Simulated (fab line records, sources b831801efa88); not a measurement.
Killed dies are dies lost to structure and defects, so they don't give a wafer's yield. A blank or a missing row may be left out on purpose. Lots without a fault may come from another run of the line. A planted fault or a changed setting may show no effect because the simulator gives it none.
fab line records | flow sky130
record lots=11 wafers=33 last_day=50
route steps=708 shown LDD_LDN@293 POLY_CUT@315 SD_P@331 PAD_OPEN@708
lots that met no fault: from a run of the same line without faults
start_h: hours from the record's first day to the start of the lot's first wafer shown | wait_h: hours since the lot's step before | " the same as in the row above | L1.1+2: a row that stands for several wafers | - no value, or no start given | * or withheld: withheld | < > ~ a bound
route shown NAME@n: a module of which the file shows steps, and the number in the route of the first | usual: mean/standard deviation of fault-free wafers | same: alike in all rows | chamber/n: place in a boat | sites: the reading at each site | _std_site: their standard deviation | _edge_site: outer sites' mean less inner sites' | radius_mm: how far each site lies from the wafer's centre | mask NAME#n: copy n | behind: the tool/chamber that last shaped the wafer | hold: why the lot was held/for how many hours/how that ended | device: the transistor (n, p or np) that didn't switch | end of line: the same wafers' tests at the end of the route | a step without rows: its recipe alone | killed: dies lost to structure and defects at the first sort, not the wafer's yield | map: a wafer's dies, x killed, . not, _ none there
set.NAME: the setting as run; set.NAME@STEP: as run at that earlier step | model.NAME: the simulator's own value behind a step, which no gauge read
steps of the route over a sample of lots; a table a step, a row a wafer
services: from which hour (start_h, from the record's first day; less than 0 if before it) a tool's chamber was out of use, for how many hours, and why
## steps
# step SKY_LDD_LDN_EXPOSE_04
# recipe mask_id=LDNTM na=0.6 source_shape=conventional sigma_outer=0.6 polarization=unpolarized target_cd_nm=700 dose_mj=140
# columns lot.wafer tool chamber start_h wait_h mask
L797.2+4+5 iline_stepper-02 0 530.86 - LDNTM#0
L802.3+5+6 iline_stepper-01 0 607.01 - LDNTM#0
L803.2+3+6 iline_stepper-02 0 607.31 - LDNTM#0
L804.2+3+6 iline_stepper-01 0 609.91 - LDNTM#0
L810.1+2+3 iline_stepper-01 0 649.68 - LDNTM#0
L809.3+5+6 iline_stepper-02 0 654.68 - LDNTM#0
L812.1+5+6 iline_stepper-01 0 664.35 - URPM#0
L813.2+4+5 iline_stepper-01 0 672.09 - LDNTM#0
L814.1+2+6 iline_stepper-02 0 673.61 - LDNTM#0
L817.1+2+4 iline_stepper-01 0 701.75 - LDNTM#0
L818.4+5+6 iline_stepper-01 0 704.54 - LDNTM#0
# step SKY_LDD_LDN_OVL_MEAS_07
# usual LDD_LDN_OVL=0.0/1.6
# columns lot.wafer tool chamber start_h wait_h LDD_LDN_OVL[nm]
L797.2 overlay-01 - 545.58 0.1 0.0
L797.4 " - " " -1.8
L797.5 " - " " -0.8
L802.3 overlay-02 - 620.79 0.1 -1.5
L802.5 " - " " 0.1
L802.6 " - " " 1.2
L803.2 overlay-01 - 621.03 0.1 0.8
L803.3 " - " " 1.6
L803.6 " - " " 2.7
L804.2 overlay-01 - 623.19 0.1 -2.9
L804.3 " - " " -2.6
L804.6 " - " " -2.5
L810.1 overlay-01 - 663.67 0.1 4.3
L810.2 " - " " 3.2
L810.3 " - " " 3.9
L809.3 overlay-01 - 669.33 0.1 0.9
L809.5 " - " " 1.6
L809.6 " - " " 1.6
L812.1 overlay-02 - 678.48 0.1 -
L812.5 " - " " -
L812.6 " - " " -
L813.2 overlay-02 - 684.98 0.1 -0.3
L813.4 " - " " -0.5
L813.5 " - " " 0.6
L814.1 overlay-01 - 687.13 0.1 -1.3
L814.2 " - " " -1.2
L814.6 " - " " -1.9
L817.1 overlay-02 - 715.08 0.1 0.4
L817.2 " - " " 0.1
L817.4 " - " " 0.3
L818.4 overlay-01 - 717.99 0.1 -0.7
L818.5 " - " " -2.0
L818.6 " - " " -1.6
# step SKY_LDD_LDN_TW_MEAS_13
# usual LDD_LDN_TW=1491/12
# columns lot.wafer tool chamber start_h wait_h hold LDD_LDN_TW
L797.2 film_metro-02 - 546.32 0.1 - 1478
L797.4 " - " " - 1480
L797.5 " - " " - 1481
L802.3 film_metro-01 - 621.54 0.1 - 1492
L802.5 " - " " - 1494
L802.6 " - " " - 1488
L803.2 film_metro-02 - 621.77 0.1 - 1463
L803.3 " - " " - 1466
L803.6 " - " " - 1465
L804.2 film_metro-04 - 626.33 0.1 - 1501
L804.3 " - " " - 1498
L804.6 " - " " - 1502
L810.1 film_metro-04 - 664.41 0.1 - 1494
L810.2 " - " " - 1498
L810.3 " - " " - 1494
L809.3 film_metro-01 - 670.08 0.1 - 1488
L809.5 " - " " - 1494
L809.6 " - " " - 1487
L812.1 film_metro-01 - 679.21 0.1 await_dispo/0.2h/release 30
L812.5 " - " " await_dispo/0.2h/release 31
L812.6 " - " " await_dispo/0.2h/release 30
L812.1 film_metro-01 - 679.44 0.2 - 30
L812.5 " - " " - 30
L812.6 " - " " - 30
L813.2 film_metro-04 - 685.72 0.1 - 1492
L813.4 " - " " - 1497
L813.5 " - " " - 1490
L814.1 film_metro-01 - 687.87 0.1 - 1499
L814.2 " - " " - 1497
L814.6 " - " " - 1496
L817.1 film_metro-04 - 715.82 0.1 - 1498
L817.2 " - " " - 1500
L817.4 " - " " - 1510
L818.4 film_metro-01 - 718.74 0.1 - 1491
L818.5 " - " " - 1502
L818.6 " - " " - 1496
# step SKY_POLY_CUT_CD_MEAS_08
# recipe target_cd_nm=270
# usual cd_nm=269.8/1.5
# columns lot.wafer tool chamber start_h wait_h cd_nm
L797.2 cd_sem-02 - 579.35 - 269.9
L797.4 " - " " 269.8
L797.5 " - " " 269.7
L802.3 cd_sem-01 - 653.31 - 269.5
L802.5 " - " " 270.5
L802.6 " - " " 270.2
L803.2 cd_sem-01 - 653.60 - 268.4
L803.3 " - " " 270.2
L803.6 " - " " 269.3
L804.2 cd_sem-02 - 657.59 - 269.4
L804.3 " - " " 269.4
L804.6 " - " " 269.7
L810.1 cd_sem-01 - 694.63 - 273.2
L810.2 " - " " 273.5
L810.3 " - " " 270.7
L809.3 cd_sem-01 - 699.86 - 269.2
L809.5 " - " " 268.0
L809.6 " - " " 269.2
L813.2 cd_sem-02 - 715.19 - 270.0
L813.4 " - " " 268.4
L813.5 " - " " 269.8
L814.1 cd_sem-01 - 717.23 - 268.2
L814.2 " - " " 268.4
L814.6 " - " " 268.2
L817.1 cd_sem-01 - 747.38 - 269.8
L817.2 " - " " 268.9
L817.4 " - " " 269.0
L818.4 cd_sem-02 - 748.34 - 271.8
L818.5 " - " " 271.3
L818.6 " - " " 270.3
# step SKY_POLY_CUT_ETCH_11
# recipe target=Si3N4 chemistry=CF4/CH2F2/Ar stop_on=poly-Si source_w=600 bias_w=150 pressure_mtorr=40 cf4_flow_sccm=40 ch2f2_flow_sccm=20 Ar_flow_sccm=150 time_s=42.5 target_depth_a=600
# usual ch2f2_flow_sccm=20.00/0.056 drypump_motor_current_A=5.7/0.59 oes_product_au=0.832/0.0059 rf_fwd_power_W=593.7/2.7 throttle_valve_pct=14.994/0.0097
# columns lot.wafer tool chamber start_h wait_h ch2f2_flow_sccm drypump_motor_current_A oes_product_au rf_fwd_power_W rf_hours_counter_h throttle_valve_pct
L797.2 rie_diel-01 0 579.53 0.0 20.03 5.0 0.838 590.7 7 15.005
L797.4 " 2 " " 19.94 5.7 0.825 591.5 - 14.989
L797.5 " 0 " " 19.95 5.0 0.827 591.9 - 14.995
L802.3 rie_diel-01 3 653.47 0.0 19.99 6.0 0.843 594.2 3 14.997
L802.5 " 3 " " 20.01 6.0 0.831 597.0 - 14.992
L802.6 " 2 " " 20.00 5.6 0.839 593.9 - 14.987
L803.2 rie_diel-04 3 653.78 0.0 19.98 5.2 0.837 596.4 11 15.003
L803.3 " 0 " " 19.97 5.0 0.818 593.7 49 14.984
L803.6 " 2 " " 20.05 5.0 0.843 596.1 - 15.000
L804.2 rie_diel-04 0 657.77 0.0 20.03 5.0 0.838 588.4 49 14.993
L804.3 " 3 " " 20.01 5.2 0.836 594.6 12 15.003
L804.6 " 1 " " 20.05 6.3 0.843 591.5 - 15.011
L810.1 rie_diel-02 1 694.83 0.0 19.93 5.6 0.826 593.3 5 14.994
L810.2 " 0 " " 19.88 6.3 0.838 597.1 10 15.002
L810.3 " 3 " " 20.00 6.8 0.834 597.3 9 15.002
L809.3 rie_diel-02 1 700.02 0.0 19.89 5.5 0.829 592.6 5 15.000
L809.5 " 3 " " 19.94 6.8 0.836 591.8 - 14.988
L809.6 " 0 " " 20.04 6.3 0.835 595.6 - 14.982
L813.2 rie_diel-01 0 715.37 0.0 20.15 5.0 0.833 592.2 9 15.008
L813.4 " 2 " " 20.00 5.7 0.833 589.7 3 14.988
L813.5 " 0 " " 20.09 5.0 0.837 593.5 - 14.989
L814.1 rie_diel-02 2 717.43 0.0 20.00 5.5 0.834 592.5 14 15.006
L814.2 " 1 " " 20.12 5.5 0.831 593.2 5 14.998
L814.6 " 3 " " 19.99 6.8 0.829 596.5 - 14.977
L817.1 rie_diel-01 2 747.58 0.0 20.00 5.6 0.830 593.0 3 14.996
L817.2 " 0 " " 20.01 5.0 0.821 594.4 10 15.001
L817.4 " 3 " " 19.97 6.0 0.835 596.8 5 14.980
L818.4 rie_diel-02 3 748.48 0.0 20.02 6.8 0.829 597.6 10 14.993
L818.5 " 1 " " 20.05 5.6 0.835 591.9 - 15.012
L818.6 " 2 " " 20.00 5.5 0.840 592.5 - 15.002
# step SKY_SD_P_TW_MEAS_11
# usual SD_P_TW=2831/22
# columns lot.wafer tool chamber start_h wait_h SD_P_TW
L797.2 film_metro-04 - 609.24 0.1 2833
L797.4 " - " " 2849
L797.5 " - " " 2856
L802.3 film_metro-04 - 682.00 0.1 2859
L802.5 " - " " 2845
L802.6 " - " " 2857
L803.2 film_metro-02 - 683.60 0.1 2832
L803.3 " - " " 2809
L803.6 " - " " 2820
L804.2 film_metro-04 - 686.00 0.1 2855
L804.3 " - " " 2849
L804.6 " - " " 2851
L810.1 film_metro-03 - 723.38 0.1 2833
L810.2 " - " " 2849
L810.3 " - " " 2839
L809.3 film_metro-03 - 727.80 0.1 2821
L809.5 " - " " 2838
L809.6 " - " " 2837
L813.2 film_metro-02 - 743.80 0.1 2832
L813.4 " - " " 2823
L813.5 " - " " 2810
L814.1 film_metro-02 - 745.68 0.1 2805
L814.2 " - " " 2784
L814.6 " - " " 2817
L817.1 film_metro-04 - 774.58 0.1 2855
L817.2 " - " " 2860
L817.4 " - " " 2843
L818.4 film_metro-02 - 775.26 0.1 2806
L818.5 " - " " 2805
L818.6 " - " " 2789
# step SKY_PAD_OPEN_PROBE_99
# usual defect_limited_yield=82.6/2 killed_at_M0_to_M3=42/6.2 killed_at_M4_up=3.0/1.8 killed_at_contacts=25/5.9 killed_at_front_end=15/4.5 killed_at_other=0.2/0.45 killed_dies=85/9.9 killed_on_rim=17/3.5 killed_open=47/6.7 killed_short=39/6.4 sort_bin_3_pad_short=0.9/0.41 sort_bin_5_function=10.2/1.4 sort_bin_6_memory=6.3/1.1 sort_n_pass=407/9.9 sort_yield_pct=82.6/2
# same gross_dies=492 killed_at_back_side=0 sort_bin_4_leakage[%]=0 sort_bin_8_speed[%]=0
# columns lot.wafer tool chamber start_h wait_h defect_limited_yield[%] killed_at_M0_to_M3 killed_at_M4_up killed_at_contacts killed_at_front_end killed_at_other killed_dies killed_on_rim killed_open killed_short sort_bin_3_pad_short[%] sort_bin_5_function[%] sort_bin_6_memory[%] sort_n_pass sort_yield_pct[%]
L804.2 prober-02 - 1150.39 0.1 80.9 40 3 30 21 0 94 18 46 48 0.8 11.2 7.1 398 80.9
L804.3 prober-02 - 1150.44 0.2 80.1 51 2 30 15 0 98 20 50 48 2.0 9.8 8.1 394 80.1
L804.6 prober-02 - 1150.59 0.2 80.1 53 1 30 14 0 98 19 50 48 0.4 10.6 8.9 394 80.1
# killed by level:class
L804.2 VIA1:geometric_particle:open=10 CONTACT:geometric_particle:open=10 LI_CONTACT:geometric_particle:open=7 FIELD_ISO:geometric_particle:short=6 POLY_GATE:geometric_particle:short=6 CONTACT:geometric_particle:short=6 VIA1:geometric_particle:short=5 VIA3:geometric_particle:open=5
L804.3 VIA2:geometric_particle:open=11 CONTACT:geometric_particle:open=10 METAL1:geometric_particle:short=10 LI_CONTACT:geometric_particle:open=9 VIA1:geometric_particle:open=8 VIA1:geometric_particle:short=7 POLY_GATE:geometric_particle:short=5 VIA3:geometric_particle:open=5
L804.6 VIA1:geometric_particle:open=11 CONTACT:geometric_particle:open=9 LOCAL_INTERCONNECT:geometric_particle:short=7 VIA1:geometric_particle:short=7 METAL3:geometric_particle:short=7 LI_CONTACT:geometric_particle:open=6 METAL1:geometric_particle:short=6 VIA3:geometric_particle:short=6
## services
# columns tool chamber start_h hours kind
rie_diel-02 - 514.84 1.1 repair
iline_stepper-02 - 520.03 10.5 repair
rie_diel-02 - 522.40 1.0 repair
rie_diel-02 3 526.44 21.2 repair
rie_diel-04 - 559.06 2.8 pm
rie_diel-01 1 572.01 - clean
rie_diel-01 1 572.01 19.5 scheduled_down
rie_diel-01 1 572.01 19.5 vent_cycle
rie_diel-02 3 572.56 4.1 repair
iline_stepper-01 - 612.59 8.4 repair
rie_diel-01 3 642.77 3.9 repair
rie_diel-01 1 644.95 22.2 repair
rie_diel-04 2 645.78 6.6 repair
iline_stepper-02 - 649.14 1.7 pm
iline_stepper-01 - 677.54 1.7 pm
iline_stepper-02 - 684.24 1.5 repair
rie_diel-01 1 692.43 2.7 repair
iline_stepper-02 - 701.69 6.7 repair
rie_diel-04 1 713.07 - clean
rie_diel-04 1 713.07 18.4 scheduled_down
rie_diel-04 1 713.07 18.4 vent_cycle
rie_diel-04 0 731.46 - clean
rie_diel-04 0 731.46 25.0 scheduled_down
rie_diel-04 0 731.46 25.0 vent_cycle
## key
first_sign step=SKY_LDD_LDN_EXPOSE_04 reading=mask direction=changed
effect step=SKY_LDD_LDN_OVL_MEAS_07 reading=LDD_LDN_OVL direction=missing
effect step=SKY_LDD_LDN_TW_MEAS_13 reading=visit direction=added
effect step=SKY_LDD_LDN_TW_MEAS_13 reading=LDD_LDN_TW direction=down sigmas=99+ usual=1491 struck=30
met_at SKY_LDD_LDN_EXPOSE_04
struck_lots L812
scrapped_behind SKY_LDD_LDN_TW_MEAS_13 L812.1,L812.5,L812.6
not_acting_at SKY_POLY_CUT_CD_MEAS_08,SKY_POLY_CUT_ETCH_11,SKY_SD_P_TW_MEAS_11
onset_between 649.68 664.35
fault kind=wrong_mask tool=any chamber=- onset_h=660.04 steps=SKY_LDD_LDN_EXPOSE_04 aux_copy=URPM#0 scope=struck_lots_only
